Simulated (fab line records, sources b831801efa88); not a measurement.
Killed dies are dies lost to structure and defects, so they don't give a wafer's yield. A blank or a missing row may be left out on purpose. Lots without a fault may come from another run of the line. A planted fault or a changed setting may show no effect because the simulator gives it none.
A struck lot beside a sound one | flow sky130 | 15 steps out of a route of 708
Sound: wafers L111.4, L111.5, L111.6. Struck: wafers L121.2, L121.3, L121.4. The cause comes at the end.
At each step with rows: each side's tool, then ch and its chambers, then its first start. Under that, the readings that differ: sound wafers | struck wafers | difference of the means | sigmas: that difference in standard deviations of wafers without a fault.
alike: readings whose means differ by less than 2 such deviations, and words and numbers that are the same on both sides. not compared: withheld readings, readings that some wafer has no value for, bounds like >300 that may hide the same value, and numbers for which the record gives no deviation and whose values overlap.
The two part at a step that has a row with sigmas, a row that says differs or no value, or rows on one side only. Numbers that don't overlap but have no deviation are shown without sigmas and don't part them. A reading that every wafer of one side lacks parts them only if that side has two wafers or more.

SKY_VIA1_ETCH_15: etches SiO2 in C4F8/O2/Ar, stops on TiN, target depth 351 nm, time 54 s.
  sound on rie_diel-04 ch 0,3, day 35 20:34; struck on rie_diel-03 ch 0,2, day 38 00:53
  alike: oes_product_au
  not compared: rf_hours_counter_h
SKY_VIA1_STRIP_16: strips in O2/N2.
  sound on plasma_asher-03 ch 0,1, day 35 20:39; struck on plasma_asher-04 ch 0,1, day 38 00:57
  alike: drypump_motor_current_A, oes_product_au, strip_time_to_endpoint_s
  not compared: rf_hours_counter_h
then, 3 steps without rows for these wafers: SKY_VIA1_STRIP_17 (strips in post etch residue remover, time 1200 s); SKY_VIA1_CLEAN_18 (cleans in IPA, time 180 s); SKY_VIA1_CLEAN_19 (cleans in O3/DIW).
SKY_VIA1_SPUTTER_20: material TiN, target thk 20 nm, time 80 s.
  sound on pvd_sputter-02, day 35 21:16; struck on pvd_sputter-02, day 38 01:34
  alike: chamber_pressure_pa, throttle_valve_pct
then, 1 step without rows for these wafers: SKY_VIA1_CVD_21 (deposits W, target thk 270 nm, time 80.902 s).
SKY_VIA1_RS_MEAS_22: measures by four-point-probe.
  sound on film_metro-01, day 35 21:29; struck on film_metro-04, day 38 01:48
  alike: VIA1_W_RS
SKY_VIA1_THK_MEAS_23: measures by xrf.
  sound on film_metro-01, day 35 21:34; struck on film_metro-04, day 38 01:55
  alike: VIA1_W_THK
then, 2 steps without rows for these wafers: SKY_VIA1_CMP_24 (polishes, stops on SiO2, t overpolish 15 s, target thk 0 nm); SKY_METAL2_SPUTTER_00 (material Ti, target thk 15 nm, time 10 s).
SKY_METAL2_SPUTTER_01: material TiN, target thk 20 nm, time 16.7 s.
  sound on pvd_sputter-02, day 35 22:10; struck on pvd_sputter-02, day 38 02:21
  alike: chamber_pressure_pa, throttle_valve_pct
SKY_METAL2_SPUTTER_02: material AlCu, target thk 250 nm, time 13.3 s.
  sound on pvd_sputter-02, day 35 22:11; struck on pvd_sputter-02, day 38 02:22
  reading                  | sound                | struck               | difference | sigmas
  chamber_pressure_pa (Pa) | 0.3999 0.3998 0.3988 | 0.3852 0.3864 0.3874 | -0.0132    | -16
  alike: throttle_valve_pct
SKY_METAL2_SPUTTER_03: material Ti, target thk 5 nm, time 3.3 s.
  sound on pvd_sputter-02, day 35 22:13; struck on pvd_sputter-02, day 38 02:24
  alike: chamber_pressure_pa, throttle_valve_pct
-- the record jumps here: 11 days lie between the struck wafers' starts before and after (it left off in module METAL2 and takes up again in module PAD_OPEN, whose first step shown is number 708 of the route) --
SKY_PAD_OPEN_PROBE_99:
  the record has rows for the struck wafers here (prober-02, day 48 23:40) and none for the sound ones

WHERE THEY PART
First at SKY_METAL2_SPUTTER_02; last, within this record, at SKY_PAD_OPEN_PROBE_99.

WHY: what the simulator had put in
Process parameter drift: pvd_sputter-02, from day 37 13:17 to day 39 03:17, at SKY_METAL2_SPUTTER_02. Setting chamber_pressure_pa, moved by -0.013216, from 0.4. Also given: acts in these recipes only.
